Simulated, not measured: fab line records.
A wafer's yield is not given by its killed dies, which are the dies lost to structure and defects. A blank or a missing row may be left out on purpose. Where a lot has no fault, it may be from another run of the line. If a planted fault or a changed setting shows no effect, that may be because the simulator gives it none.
fab line records	flow sky130
record lots=24	wafers=72	lastDay=50
route steps=708 shown LI_CONTACT@374 LOCAL_INTERCONNECT@389 METAL1@435
lots untouched by any fault: they come from a run of this same line in which no faults occurred
startH: hours from the record's opening day to when the first of the lot's shown wafers began	waitH: how many hours have passed since the lot's step before this one	" as in the row above	L1.1+2: a single row standing in for several wafers	- either no value or no given start	* or withheld: withheld	< > ~ a bound
route shown NAME@n: a module of which the file shows steps, and the number in the route of the first	usual: the fault-free wafers' mean and standard deviation	same: alike in all rows	chamber/n: place in a boat	sites: per-site readings	_std_site: the values' standard deviation	_edge_site: mean of outer sites minus mean of inner sites	radiusMm: how far each site lies from the wafer's centre	mask NAME#n: copy n	behind: the tool/chamber that last shaped the wafer	hold: cause of the lot's hold/its duration in hours/its outcome	device: names the non-switching transistor (n, p or np)	end of line: at the end of the route, the tests of the same wafers	step lacking rows: just its recipe	killed: at the first sort, the dies lost to defects and structure; wafer yield is something else	map: dies across one wafer; x = killed, . = not, _ = none there
set.NAME: the setting the step ran with; set.NAME@STEP: the setting that earlier step ran with	model.NAME: the simulator's own value behind a step, which no gauge read
the route's steps for a sample of lots (tables are steps, rows are wafers)
services: a tool's chamber out of use, with start hour (startH, from the record's first day; less than 0 if before it), hours out, and reason
## steps
# step SKY_LI_CONTACT_CD_MEAS_12
# recipe targetCdNm=170
# usual cdNm=169.8/1.5
lot.wafer	tool	chamber	startH	waitH	cdNm
L074.1	cdSem-01	-	677.02	-	168.2
L074.2	"	-	"	"	169.4
L074.3	"	-	"	"	167.6
L075.3	cdSem-02	-	699.91	-	170.2
L075.4	"	-	"	"	169.7
L075.5	"	-	"	"	169.3
L076.1	cdSem-01	-	704.52	-	169.2
L076.2	"	-	"	"	170.0
L076.4	"	-	"	"	168.6
L077.4	cdSem-02	-	707.58	-	170.9
L077.5	"	-	"	"	170.3
L077.6	"	-	"	"	170.4
L078.1	cdSem-01	-	716.87	-	167.6
L078.2	"	-	"	"	170.0
L078.4	"	-	"	"	167.7
L079.2	cdSem-02	-	727.53	-	169.2
L079.4	"	-	"	"	170.5
L079.6	"	-	"	"	170.6
L080.1	cdSem-02	-	730.27	-	168.8
L080.3	"	-	"	"	169.3
L080.4	"	-	"	"	170.2
L081.2	cdSem-02	-	741.64	-	169.6
L081.5	"	-	"	"	170.5
L081.6	"	-	"	"	170.1
L082.2	cdSem-01	-	754.18	-	168.1
L082.3	"	-	"	"	167.9
L082.6	"	-	"	"	167.5
L083.1	cdSem-02	-	755.17	-	172.3
L083.4	"	-	"	"	170.7
L083.5	"	-	"	"	170.5
L084.1	cdSem-02	-	764.32	-	174.2
L084.4	"	-	"	"	171.2
L084.6	"	-	"	"	173.7
L085.1	cdSem-02	-	773.77	-	171.3
L085.3	"	-	"	"	171.0
L085.6	"	-	"	"	170.3
L086.2	cdSem-02	-	781.64	-	171.5
L086.5	"	-	"	"	171.1
L086.6	"	-	"	"	172.6
L087.2	cdSem-01	-	786.24	-	171.6
L087.4	"	-	"	"	172.9
L087.5	"	-	"	"	171.9
L088.1	cdSem-02	-	794.21	-	168.5
L088.3	"	-	"	"	168.2
L088.4	"	-	"	"	169.4
L089.2	cdSem-01	-	806.38	-	167.0
L089.3	"	-	"	"	167.0
L089.4	"	-	"	"	167.0
L090.3	cdSem-02	-	810.51	-	168.7
L090.5	"	-	"	"	169.5
L090.6	"	-	"	"	170.2
L091.2	cdSem-01	-	815.73	-	168.2
L091.4	"	-	"	"	169.6
L091.5	"	-	"	"	169.0
L092.1	cdSem-02	-	820.81	-	169.4
L092.2	"	-	"	"	170.7
L092.4	"	-	"	"	170.4
L093.2	cdSem-01	-	825.08	-	168.4
L093.3	"	-	"	"	168.0
L093.5	"	-	"	"	168.5
L094.1	cdSem-01	-	831.81	-	171.7
L094.2	"	-	"	"	170.7
L094.6	"	-	"	"	169.4
L095.1	cdSem-01	-	839.22	-	169.2
L095.2	"	-	"	"	169.8
L095.3	"	-	"	"	169.9
L096.3	cdSem-02	-	843.96	-	169.2
L096.4	"	-	"	"	170.5
L096.5	"	-	"	"	169.7
L097.3	cdSem-01	-	852.70	-	170.0
L097.4	"	-	"	"	170.1
L097.5	"	-	"	"	171.0
# step SKY_LI_CONTACT_CVD_21
# recipe material=W	targetThkNm=400	timeS=120.56	tempC=400	pressureTorr=40
# usual heaterPowerOuterW=559/40	heaterPowerW=886/44
lot.wafer	tool	chamber	startH	waitH	heaterPowerOuterW	heaterPowerW
L074.1	cvdW-02	0	677.73	0.0	591	850
L074.2	"	1	"	"	589	974
L074.3	"	0	"	"	576	875
L075.3	cvdW-02	0	700.64	0.1	585	883
L075.4	"	1	"	"	604	967
L075.5	"	1	"	"	597	969
L076.1	cvdW-01	1	705.26	0.0	554	879
L076.2	"	0	"	"	492	834
L076.4	"	0	"	"	495	834
L077.4	cvdW-01	0	708.27	0.1	496	827
L077.5	"	0	"	"	495	823
L077.6	"	1	"	"	561	890
L078.1	cvdW-02	1	717.58	0.0	593	945
L078.2	"	0	"	"	577	886
L078.4	"	0	"	"	602	896
L079.2	cvdW-01	1	728.23	0.0	560	888
L079.4	"	0	"	"	499	831
L079.6	"	0	"	"	492	836
L080.1	cvdW-02	0	730.98	0.0	592	876
L080.3	"	1	"	"	595	942
L080.4	"	0	"	"	595	860
L081.2	cvdW-01	0	742.33	0.0	501	817
L081.5	"	0	"	"	493	838
L081.6	"	1	"	"	561	911
L082.2	cvdW-01	0	754.89	0.0	490	832
L082.3	"	1	"	"	549	885
L082.6	"	0	"	"	498	835
L083.1	cvdW-01	1	755.88	0.0	551	888
L083.4	"	1	"	"	546	873
L083.5	"	1	"	"	582	889
L084.1	cvdW-01	0	765.03	0.0	501	839
L084.4	"	1	"	"	584	890
L084.6	"	0	"	"	493	857
L085.1	cvdW-02	1	774.48	0.0	596	971
L085.3	"	0	"	"	580	875
L085.6	"	1	"	"	589	977
L086.2	cvdW-01	0	782.33	0.0	499	849
L086.5	"	1	"	"	556	908
L086.6	"	0	"	"	501	811
L087.2	cvdW-02	0	786.95	0.0	596	882
L087.4	"	0	"	"	609	895
L087.5	"	0	"	"	569	897
L088.1	cvdW-01	0	794.95	0.0	487	837
L088.3	"	0	"	"	494	836
L088.4	"	1	"	"	562	891
L089.2	cvdW-02	0	807.12	0.1	596	884
L089.3	"	0	"	"	577	892
L089.4	"	0	"	"	587	884
L090.3	cvdW-01	1	811.22	0.1	556	908
L090.5	"	0	"	"	497	837
L090.6	"	1	"	"	568	882
L091.2	cvdW-02	0	816.47	0.1	599	885
L091.4	"	0	"	"	584	867
L091.5	"	0	"	"	585	895
L092.1	cvdW-02	0	821.55	0.0	580	907
L092.2	"	0	"	"	591	875
L092.4	"	0	"	"	604	878
L093.2	cvdW-02	1	825.78	0.0	589	966
L093.3	"	0	"	"	602	881
L093.5	"	0	"	"	576	902
L094.1	cvdW-01	1	832.55	0.0	564	885
L094.2	"	0	"	"	503	863
L094.6	"	0	"	"	497	850
L095.1	cvdW-02	0	839.93	0.0	594	887
L095.2	"	1	"	"	599	985
L095.3	"	1	"	"	603	969
L096.3	cvdW-01	1	844.68	0.1	574	903
L096.4	"	0	"	"	497	827
L096.5	"	0	"	"	513	831
L097.3	cvdW-01	0	853.42	0.1	504	835
L097.4	"	1	"	"	569	886
L097.5	"	0	"	"	502	846
# step SKY_LOCAL_INTERCONNECT_THK_MEAS_02
# recipe thkMeasGauge=xrf	reads=TiN_of_LOCAL_INTERCONNECT_SPUTTER_00
# usual LOCAL_INTERCONNECT_TIN_THK=97.9/1.2
lot.wafer	tool	chamber	startH	waitH	LOCAL_INTERCONNECT_TIN_THK[nm]
L074.1	filmMetro-02	-	678.52	0.1	97.2
L074.2	"	-	"	"	97.0
L074.3	"	-	"	"	97.4
L075.3	filmMetro-03	-	701.41	0.1	95.7
L075.4	"	-	"	"	94.8
L075.5	"	-	"	"	95.1
L076.1	filmMetro-04	-	706.05	0.1	97.6
L076.2	"	-	"	"	95.7
L076.4	"	-	"	"	98.0
L077.4	filmMetro-03	-	709.05	0.1	99.2
L077.5	"	-	"	"	99.8
L077.6	"	-	"	"	98.0
L078.1	filmMetro-04	-	718.37	0.1	97.6
L078.2	"	-	"	"	97.2
L078.4	"	-	"	"	97.2
L079.2	filmMetro-03	-	729.03	0.1	98.5
L079.4	"	-	"	"	98.2
L079.6	"	-	"	"	98.2
L080.1	filmMetro-03	-	731.77	0.1	97.3
L080.3	"	-	"	"	97.7
L080.4	"	-	"	"	98.8
L081.2	filmMetro-03	-	743.13	0.1	97.7
L081.5	"	-	"	"	97.2
L081.6	"	-	"	"	98.6
L082.2	filmMetro-04	-	755.69	0.1	96.0
L082.3	"	-	"	"	95.5
L082.6	"	-	"	"	94.9
L083.1	filmMetro-04	-	756.67	0.1	97.6
L083.4	"	-	"	"	97.2
L083.5	"	-	"	"	97.8
L084.1	filmMetro-04	-	765.82	0.1	97.8
L084.4	"	-	"	"	98.8
L084.6	"	-	"	"	99.2
L085.1	filmMetro-02	-	775.27	0.1	97.0
L085.3	"	-	"	"	97.3
L085.6	"	-	"	"	97.7
L086.2	filmMetro-03	-	783.23	0.1	96.2
L086.5	"	-	"	"	95.3
L086.6	"	-	"	"	97.0
L087.2	filmMetro-03	-	787.75	0.1	98.8
L087.4	"	-	"	"	97.5
L087.5	"	-	"	"	99.2
L088.1	filmMetro-04	-	795.73	0.1	98.6
L088.3	"	-	"	"	96.3
L088.4	"	-	"	"	98.0
L089.2	filmMetro-04	-	808.00	0.1	97.9
L089.3	"	-	"	"	98.5
L089.4	"	-	"	"	97.7
L090.3	filmMetro-02	-	811.99	0.1	99.2
L090.5	"	-	"	"	99.8
L090.6	"	-	"	"	98.4
L091.2	filmMetro-03	-	817.35	0.1	96.7
L091.4	"	-	"	"	97.4
L091.5	"	-	"	"	96.9
L092.1	filmMetro-02	-	822.46	0.1	98.2
L092.2	"	-	"	"	100.1
L092.4	"	-	"	"	99.0
L093.2	filmMetro-04	-	826.58	0.1	99.2
L093.3	"	-	"	"	98.5
L093.5	"	-	"	"	98.7
L094.1	filmMetro-03	-	833.33	0.1	96.6
L094.2	"	-	"	"	97.8
L094.6	"	-	"	"	97.2
L095.1	filmMetro-02	-	840.72	0.1	100.0
L095.2	"	-	"	"	97.7
L095.3	"	-	"	"	99.7
L096.3	filmMetro-02	-	845.44	0.1	98.7
L096.4	"	-	"	"	98.7
L096.5	"	-	"	"	98.5
L097.3	filmMetro-03	-	854.44	0.1	99.5
L097.4	"	-	"	"	99.3
L097.5	"	-	"	"	99.4
# step SKY_METAL1_SPUTTER_01
# recipe material=TiN	targetThkNm=20	powerW=6500	timeS=16.7	chamberPressurePa=0.4
# usual throttleValvePct=30.3/1
lot.wafer	tool	chamber	startH	waitH	throttleValvePct
L074.1	pvdSputter-04	-	737.44	0.0	31.8
L074.2	"	-	"	"	29.3
L074.3	"	-	"	"	30.1
L075.3	pvdSputter-01	-	758.22	0.0	30.8
L075.4	"	-	"	"	29.3
L075.5	"	-	"	"	32.3
L076.1	pvdSputter-01	-	764.72	0.0	29.2
L076.2	"	-	"	"	30.0
L076.4	"	-	"	"	32.0
L077.4	pvdSputter-04	-	767.41	0.0	29.2
L077.5	"	-	"	"	30.4
L077.6	"	-	"	"	31.7
L078.1	pvdSputter-02	-	775.32	0.0	29.0
L078.2	"	-	"	"	29.6
L078.4	"	-	"	"	28.8
L079.2	pvdSputter-04	-	785.22	0.0	30.7
L079.4	"	-	"	"	31.4
L079.6	"	-	"	"	31.4
L080.1	pvdSputter-04	-	788.42	0.0	29.4
L080.3	"	-	"	"	30.1
L080.4	"	-	"	"	31.7
L081.2	pvdSputter-01	-	799.22	0.0	29.1
L081.5	"	-	"	"	31.1
L081.6	"	-	"	"	29.3
L082.2	pvdSputter-04	-	812.28	0.0	30.8
L082.3	"	-	"	"	29.1
L082.6	"	-	"	"	31.2
L083.1	pvdSputter-04	-	813.37	0.0	31.5
L083.4	"	-	"	"	30.2
L083.5	"	-	"	"	30.5
L084.1	pvdSputter-01	-	820.91	0.0	32.2
L084.4	"	-	"	"	29.1
L084.6	"	-	"	"	30.2
L085.1	pvdSputter-02	-	830.92	0.0	28.9
L085.3	"	-	"	"	31.2
L085.6	"	-	"	"	28.9
L086.2	pvdSputter-02	-	837.84	0.0	31.3
L086.5	"	-	"	"	29.1
L086.6	"	-	"	"	29.0
L087.2	pvdSputter-02	-	843.52	0.0	28.8
L087.4	"	-	"	"	31.0
L087.5	"	-	"	"	30.8
L088.1	pvdSputter-02	-	850.72	0.0	29.0
L088.3	"	-	"	"	29.3
L088.4	"	-	"	"	30.9
L089.2	pvdSputter-01	-	863.20	0.0	30.0
L089.3	"	-	"	"	32.3
L089.4	"	-	"	"	31.0
L090.3	pvdSputter-04	-	866.67	0.0	30.6
L090.5	"	-	"	"	31.4
L090.6	"	-	"	"	30.7
L091.2	pvdSputter-01	-	871.66	0.0	30.7
L091.4	"	-	"	"	32.1
L091.5	"	-	"	"	29.5
L092.1	pvdSputter-01	-	876.96	0.0	30.1
L092.2	"	-	"	"	29.2
L092.4	"	-	"	"	30.8
L093.2	pvdSputter-02	-	880.48	0.0	28.7
L093.3	"	-	"	"	31.0
L093.5	"	-	"	"	29.4
L094.1	pvdSputter-04	-	888.31	0.0	29.0
L094.2	"	-	"	"	31.6
L094.6	"	-	"	"	29.1
L095.1	pvdSputter-01	-	893.98	0.0	29.3
L095.2	"	-	"	"	30.8
L095.3	"	-	"	"	29.9
L096.3	pvdSputter-01	-	899.13	0.0	31.0
L096.4	"	-	"	"	32.2
L096.5	"	-	"	"	30.2
L097.3	pvdSputter-01	-	908.97	0.0	30.9
L097.4	"	-	"	"	29.4
L097.5	"	-	"	"	32.3
# step SKY_METAL1_THK_MEAS_06
# recipe thkMeasGauge=xrf	reads=AlCu_of_METAL1_SPUTTER_02
# usual METAL1_ALCU_THK=249.8/2.5
lot.wafer	tool	chamber	startH	waitH	METAL1_ALCU_THK[nm]
L074.1	filmMetro-01	-	737.68	0.1	251.6
L074.2	"	-	"	"	253.2
L074.3	"	-	"	"	254.5
L075.3	filmMetro-03	-	758.48	0.1	249.4
L075.4	"	-	"	"	248.9
L075.5	"	-	"	"	248.9
L076.1	filmMetro-01	-	764.96	0.1	250.2
L076.2	"	-	"	"	247.6
L076.4	"	-	"	"	245.6
L077.4	filmMetro-03	-	767.68	0.1	247.4
L077.5	"	-	"	"	250.6
L077.6	"	-	"	"	248.2
L078.1	filmMetro-01	-	775.56	0.1	251.8
L078.2	"	-	"	"	257.2
L078.4	"	-	"	"	247.9
L079.2	filmMetro-03	-	785.47	0.1	250.5
L079.4	"	-	"	"	250.6
L079.6	"	-	"	"	251.0
L080.1	filmMetro-02	-	788.66	0.1	248.6
L080.3	"	-	"	"	249.3
L080.4	"	-	"	"	250.7
L081.2	filmMetro-03	-	799.47	0.1	249.7
L081.5	"	-	"	"	249.9
L081.6	"	-	"	"	250.2
L082.2	filmMetro-03	-	812.53	0.1	245.9
L082.3	"	-	"	"	245.6
L082.6	"	-	"	"	245.7
L083.1	filmMetro-01	-	813.61	0.1	249.2
L083.4	"	-	"	"	250.5
L083.5	"	-	"	"	249.1
L084.1	filmMetro-03	-	821.15	0.1	250.5
L084.4	"	-	"	"	249.6
L084.6	"	-	"	"	249.5
L085.1	filmMetro-03	-	831.16	0.1	246.0
L085.3	"	-	"	"	247.0
L085.6	"	-	"	"	243.8
L086.2	filmMetro-01	-	838.09	0.1	251.0
L086.5	"	-	"	"	254.0
L086.6	"	-	"	"	248.1
L087.2	filmMetro-03	-	843.77	0.1	245.6
L087.4	"	-	"	"	249.3
L087.5	"	-	"	"	250.8
L088.1	filmMetro-03	-	850.96	0.1	248.6
L088.3	"	-	"	"	251.4
L088.4	"	-	"	"	251.8
L089.2	filmMetro-01	-	863.45	0.1	247.2
L089.3	"	-	"	"	248.8
L089.4	"	-	"	"	250.1
L090.3	filmMetro-03	-	866.93	0.1	246.0
L090.5	"	-	"	"	245.0
L090.6	"	-	"	"	246.0
L091.2	filmMetro-03	-	871.91	0.1	249.7
L091.4	"	-	"	"	245.0
L091.5	"	-	"	"	248.0
L092.1	filmMetro-03	-	877.19	0.1	252.4
L092.2	"	-	"	"	249.5
L092.4	"	-	"	"	248.1
L093.2	filmMetro-01	-	880.73	0.1	251.9
L093.3	"	-	"	"	252.0
L093.5	"	-	"	"	251.0
L094.1	filmMetro-01	-	888.55	0.1	247.7
L094.2	"	-	"	"	250.3
L094.6	"	-	"	"	251.7
L095.1	filmMetro-02	-	894.22	0.1	253.5
L095.2	"	-	"	"	253.8
L095.3	"	-	"	"	249.9
L096.3	filmMetro-01	-	899.39	0.1	253.8
L096.4	"	-	"	"	251.2
L096.5	"	-	"	"	249.4
L097.3	filmMetro-02	-	909.23	0.1	251.5
L097.4	"	-	"	"	248.0
L097.5	"	-	"	"	250.2
# step SKY_METAL1_METAL_ETCH_19
# recipe targetDepthA=3600	stopOn=SiO2	overEtchFrac=0.3	timeS=78	chemistry=Cl2/BCl3	resistSidewallDeg=88	pressureMtorr=10	icpW=900	biasW=48.5	Cl2_flow_sccm=60	bcl3FlowSccm=30
# usual drypumpMotorCurrentA=5.5/0.48	oesProductAu=0.855/0.0051	throttleValvePct=22.263/0.0094
lot.wafer	tool	chamber	startH	waitH	drypumpMotorCurrentA	oesProductAu	rfHoursCounterH	throttleValvePct
L074.1	rieMetal-02	1	765.86	0.0	5.3	0.857	15	22.256
L074.2	"	0	"	"	6.3	0.862	9	22.275
L074.3	"	1	"	"	5.3	0.855	-	22.273
L075.3	rieMetal-02	1	784.75	0.1	5.3	0.859	-	22.257
L075.4	"	0	"	"	6.3	0.852	-	22.277
L075.5	"	0	"	"	6.3	0.847	-	22.274
L076.1	rieMetal-02	1	791.51	0.0	5.3	0.862	15	22.257
L076.2	"	0	"	"	6.4	0.852	9	22.271
L076.4	"	0	"	"	6.3	0.858	-	22.247
L077.4	rieMetal-04	0	794.84	0.1	5.6	0.853	-	22.253
L077.5	"	0	"	"	5.6	0.849	-	22.263
L077.6	"	1	"	"	4.9	0.854	-	22.262
L078.1	rieMetal-04	1	802.62	0.0	5.0	0.858	9	22.262
L078.2	"	0	"	"	5.5	0.864	11	22.245
L078.4	"	0	"	"	5.5	0.853	-	22.272
L079.2	rieMetal-04	1	812.31	0.0	4.9	0.861	9	22.271
L079.4	"	1	"	"	5.0	0.854	-	22.241
L079.6	"	1	"	"	4.9	0.850	-	22.269
L080.1	rieMetal-02	0	815.01	0.0	6.3	0.860	11	22.261
L080.3	"	1	"	"	5.3	0.854	-	22.275
L080.4	"	0	"	"	6.3	0.857	-	22.278
L081.2	rieMetal-04	0	826.06	0.0	5.6	0.845	12	22.263
L081.5	"	0	"	"	5.6	0.860	-	22.270
L081.6	"	1	"	"	4.9	0.857	-	22.257
L082.2	rieMetal-02	1	838.86	0.0	5.3	0.858	1	22.264
L082.3	"	1	"	"	5.3	0.849	-	22.272
L082.6	"	0	"	"	6.3	0.853	-	22.241
L083.1	rieMetal-03	1	839.82	0.0	6.0	0.852	14	22.267
L083.4	"	0	"	"	5.1	0.854	-	22.266
L083.5	"	0	"	"	5.1	0.848	-	22.257
L084.1	rieMetal-03	0	847.47	0.0	5.2	0.853	8	22.260
L084.4	"	0	"	"	5.2	0.848	-	22.273
L084.6	"	0	"	"	5.2	0.862	-	22.254
L085.1	rieMetal-03	1	856.62	0.0	6.0	0.850	15	22.259
L085.3	"	0	"	"	5.1	0.856	-	22.267
L085.6	"	0	"	"	5.1	0.851	-	22.261
L086.2	rieMetal-04	0	862.79	0.1	5.6	0.861	-	22.269
L086.5	"	0	"	"	5.5	0.866	-	22.275
L086.6	"	0	"	"	5.6	0.856	-	22.265
L087.2	rieMetal-02	1	869.61	0.0	5.3	0.856	2	22.260
L087.4	"	1	"	"	5.3	0.854	-	22.259
L087.5	"	0	"	"	6.3	0.857	-	22.239
L088.1	rieMetal-03	0	876.65	0.1	5.1	0.856	10	22.256
L088.3	"	0	"	"	5.2	0.862	-	22.248
L088.4	"	0	"	"	5.1	0.861	-	22.270
L089.2	rieMetal-02	1	888.56	0.0	5.2	0.854	3	22.271
L089.3	"	1	"	"	5.3	0.861	-	22.259
L089.4	"	0	"	"	6.4	0.852	-	22.252
L090.3	rieMetal-02	1	891.89	0.1	5.3	0.853	-	22.266
L090.5	"	1	"	"	5.2	0.850	-	22.254
L090.6	"	0	"	"	6.3	0.852	-	22.274
L091.2	rieMetal-03	0	897.49	0.1	5.2	0.863	-	22.262
L091.4	"	0	"	"	5.1	0.853	-	22.280
L091.5	"	0	"	"	5.1	0.853	-	22.273
L092.1	rieMetal-04	0	902.46	0.0	5.6	0.848	17	22.257
L092.2	"	1	"	"	4.9	0.846	12	22.270
L092.4	"	0	"	"	5.6	0.858	-	22.264
L093.2	rieMetal-04	0	905.52	0.0	5.6	0.844	17	22.249
L093.3	"	0	"	"	5.6	0.859	-	22.270
L093.5	"	0	"	"	5.6	0.850	-	22.268
L094.1	rieMetal-04	0	913.57	0.0	5.5	0.853	17	22.266
L094.2	"	1	"	"	5.0	0.848	12	22.249
L094.6	"	1	"	"	4.9	0.859	-	22.265
L095.1	rieMetal-02	0	919.22	0.0	6.3	0.863	15	22.255
L095.2	"	1	"	"	5.3	0.862	4	22.268
L095.3	"	0	"	"	6.3	0.856	-	22.281
L096.3	rieMetal-04	1	925.05	0.1	5.0	0.865	-	22.271
L096.4	"	0	"	"	5.5	0.860	-	22.270
L096.5	"	1	"	"	5.0	0.859	-	22.273
L097.3	rieMetal-03	0	934.64	0.1	5.2	0.848	-	22.251
L097.4	"	1	"	"	6.0	0.845	-	22.264
L097.5	"	0	"	"	5.1	0.853	-	22.259
## services
tool	chamber	startH	hours	kind
rieMetal-02	-	676.51	0.2	repair
rieMetal-03	-	720.92	0.2	repair
pvdSputter-02	-	726.70	21.0	repair
cvdW-02	-	753.15	2.8	pm
rieMetal-02	-	781.20	1.6	repair
rieMetal-03	-	783.10	0.2	repair
pvdSputter-04	-	805.26	3.7	repair
cvdW-02	1	805.65	18.0	repair
rieMetal-02	0	816.46	21.5	repair
rieMetal-03	1	817.14	2.1	repair
pvdSputter-01	2	837.55	-	consumableReplace:kit
pvdSputter-01	2	837.55	18.0	scheduledDown
pvdSputter-01	2	837.55	18.0	ventCycle
rieMetal-03	-	843.10	1.4	pm
rieMetal-04	1	846.61	29.5	repair
cvdW-02	0	851.43	2.2	repair
rieMetal-03	1	871.88	25.6	repair
cvdW-01	-	904.00	14.0	pm
cvdW-01	0	904.00	14.0	ventCycle
cvdW-01	1	904.00	14.0	ventCycle
pvdSputter-02	-	908.89	0.5	repair
pvdSputter-04	-	911.27	3.2	repair
cvdW-01	0	918.00	-	clean
cvdW-01	1	918.00	-	clean
## key
fault none
